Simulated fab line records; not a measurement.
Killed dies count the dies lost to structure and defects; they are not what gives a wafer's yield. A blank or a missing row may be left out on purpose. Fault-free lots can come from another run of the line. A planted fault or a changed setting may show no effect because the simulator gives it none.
Which tool is to blame? -- flow sky130 -- 24 lots, 72 wafers sampled, at 3 steps of a route of 708

## WHAT THE GAUGES SHOWED, per wafer
SKY_VIA3_BOW_MEAS_03.
lot,measured,on,VIA3_BOW (um)
L074,day 39 04:56,film-metro-04,82 73 68
L075,day 39 05:18,film-metro-03,75 78 86
L076,day 39 06:13,film-metro-01,90 89 82
L077,day 39 06:32,film-metro-03,92 85 86
L078,day 39 19:26,film-metro-01,77 72 87
L079,day 40 01:52,film-metro-03,76 89 77
L080,day 40 08:46,film-metro-03,70 64 61
L081,day 40 17:12,film-metro-04,77 79 85
L082,day 41 00:47,film-metro-01,73 74 76
L083,day 41 07:02,film-metro-03,90 86 89
L084,day 41 14:25,film-metro-01,73 77 80
L085,day 41 19:05,film-metro-04,82 85 84
L086,day 42 00:38,film-metro-04,70 80 74
L087,day 42 13:43,film-metro-01,93 95 80
L088,day 42 15:10,film-metro-01,71 76 79
L089,day 42 19:41,film-metro-01,81 83 83
L090,day 43 06:59,film-metro-01,95 79 91
L091,day 43 09:48,film-metro-04,87 81 84
L092,day 43 22:17,film-metro-01,71 79 75
L093,day 44 06:38,film-metro-01,87 79 81
L094,day 44 13:10,film-metro-04,74 75 74
L095,day 45 04:17,film-metro-01,88 91 89
L096,day 45 04:53,film-metro-01,62 78 82
L097,day 45 18:52,film-metro-01,88 79 83

## EACH LOT AND THE TOOL THAT RAN IT (in order: tool; ch and the chambers of the sampled wafers; start)
lot,SKY_METAL1_SPUTTER_03,SKY_METAL3_SPUTTER_03
L074,"pvd-sputter-04, day 32 08:26","pvd-sputter-04, day 36 22:41"
L075,"pvd-sputter-02, day 32 09:13","pvd-sputter-02, day 37 00:37"
L076,"pvd-sputter-04, day 32 09:37","pvd-sputter-04, day 37 02:25"
L077,"pvd-sputter-02, day 32 12:39","pvd-sputter-04, day 37 03:32"
L078,"pvd-sputter-01, day 33 01:11","pvd-sputter-01, day 37 15:08"
L079,"pvd-sputter-02, day 33 08:41","pvd-sputter-02, day 37 22:09"
L080,"pvd-sputter-04, day 33 15:18","pvd-sputter-02, day 38 04:50"
L081,"pvd-sputter-02, day 34 01:28","pvd-sputter-02, day 38 13:33"
L082,"pvd-sputter-04, day 34 10:01","pvd-sputter-02, day 38 22:45"
L083,"pvd-sputter-01, day 34 16:29","pvd-sputter-01, day 39 04:57"
L084,"pvd-sputter-01, day 35 00:32","pvd-sputter-04, day 39 11:48"
L085,"pvd-sputter-04, day 35 05:17","pvd-sputter-02, day 39 17:08"
L086,"pvd-sputter-04, day 35 10:59","pvd-sputter-04, day 39 23:24"
L087,"pvd-sputter-04, day 36 02:08","pvd-sputter-01, day 40 11:42"
L088,"pvd-sputter-02, day 36 03:13","pvd-sputter-01, day 40 13:35"
L089,"pvd-sputter-04, day 36 09:09","pvd-sputter-01, day 40 18:57"
L090,"pvd-sputter-04, day 36 18:46","pvd-sputter-01, day 41 05:50"
L091,"pvd-sputter-04, day 36 23:40","pvd-sputter-02, day 41 09:02"
L092,"pvd-sputter-02, day 37 13:43","pvd-sputter-01, day 41 21:27"
L093,"pvd-sputter-04, day 37 23:38","pvd-sputter-01, day 42 06:50"
L094,"pvd-sputter-04, day 38 07:25","pvd-sputter-01, day 42 14:02"
L095,"pvd-sputter-04, day 38 22:02","pvd-sputter-01, day 43 05:32"
L096,"pvd-sputter-04, day 38 23:35","pvd-sputter-02, day 43 05:53"
L097,"pvd-sputter-04, day 39 15:23","pvd-sputter-01, day 43 20:30"
- SKY_METAL1_SPUTTER_03: material Ti, target thk 5 nm, time 3.3 s.
- SKY_METAL3_SPUTTER_03: material Ti, target thk 5 nm, time 3.3 s.

## WHAT THE TOOLS THEMSELVES READ (means of the sampled wafers that have a number; where no wafer has one, the mark that the record gives instead)
SKY_METAL1_SPUTTER_03.
lot,tool,throttle-valve-pct (%)
L074,pvd-sputter-04,30.4
L075,pvd-sputter-02,29.5
L076,pvd-sputter-04,29.7
L077,pvd-sputter-02,29.4
L078,pvd-sputter-01,29.6
L079,pvd-sputter-02,29.6
L080,pvd-sputter-04,29.7
L081,pvd-sputter-02,29.5
L082,pvd-sputter-04,30.8
L083,pvd-sputter-01,29.7
L084,pvd-sputter-01,29.6
L085,pvd-sputter-04,30.4
L086,pvd-sputter-04,30.2
L087,pvd-sputter-04,29.6
L088,pvd-sputter-02,29.3
L089,pvd-sputter-04,30.4
L090,pvd-sputter-04,30.6
L091,pvd-sputter-04,29.9
L092,pvd-sputter-02,29.6
L093,pvd-sputter-04,31.0
L094,pvd-sputter-04,30.7
L095,pvd-sputter-04,30.0
L096,pvd-sputter-04,30.6
L097,pvd-sputter-04,30.7

SKY_METAL3_SPUTTER_03.
lot,tool,throttle-valve-pct (%)
L074,pvd-sputter-04,29.0
L075,pvd-sputter-02,29.1
L076,pvd-sputter-04,31.2
L077,pvd-sputter-04,30.6
L078,pvd-sputter-01,29.5
L079,pvd-sputter-02,29.2
L080,pvd-sputter-02,29.2
L081,pvd-sputter-02,29.8
L082,pvd-sputter-02,29.5
L083,pvd-sputter-01,29.7
L084,pvd-sputter-04,29.4
L085,pvd-sputter-02,29.6
L086,pvd-sputter-04,30.1
L087,pvd-sputter-01,29.8
L088,pvd-sputter-01,29.6
L089,pvd-sputter-01,29.6
L090,pvd-sputter-01,29.5
L091,pvd-sputter-02,29.1
L092,pvd-sputter-01,29.9
L093,pvd-sputter-01,29.7
L094,pvd-sputter-01,29.6
L095,pvd-sputter-01,29.6
L096,pvd-sputter-02,29.3
L097,pvd-sputter-01,29.6

## THE ANSWER, worked out from the rows above alone
Rule: usual is defined by the lots themselves. Put in order of their means at a reading, lots are off if they are a third of the lots or fewer, leave a main group of 4 or more, and stand apart from it by a gap of 3 or more times the standard deviation of the main group's means; of several such gaps the widest counts. The tables above print the reading to a certain number of digits; a main group whose means all agree to those digits is not used. Also off: a lot with no number at a reading for which 4 or more lots have one. All remaining lots with rows at the step are treated as sound. The gauges are gone through in route order, then the tools' own readings, and for those a lot's mean is taken as printed above. At the first step where some lot is off, the reading lying furthest off is the one used; lots without a number count as furthest.
None of the lots is off at any reading shown; this tells nothing.

## WHAT THE SIMULATOR HAD INSERTED
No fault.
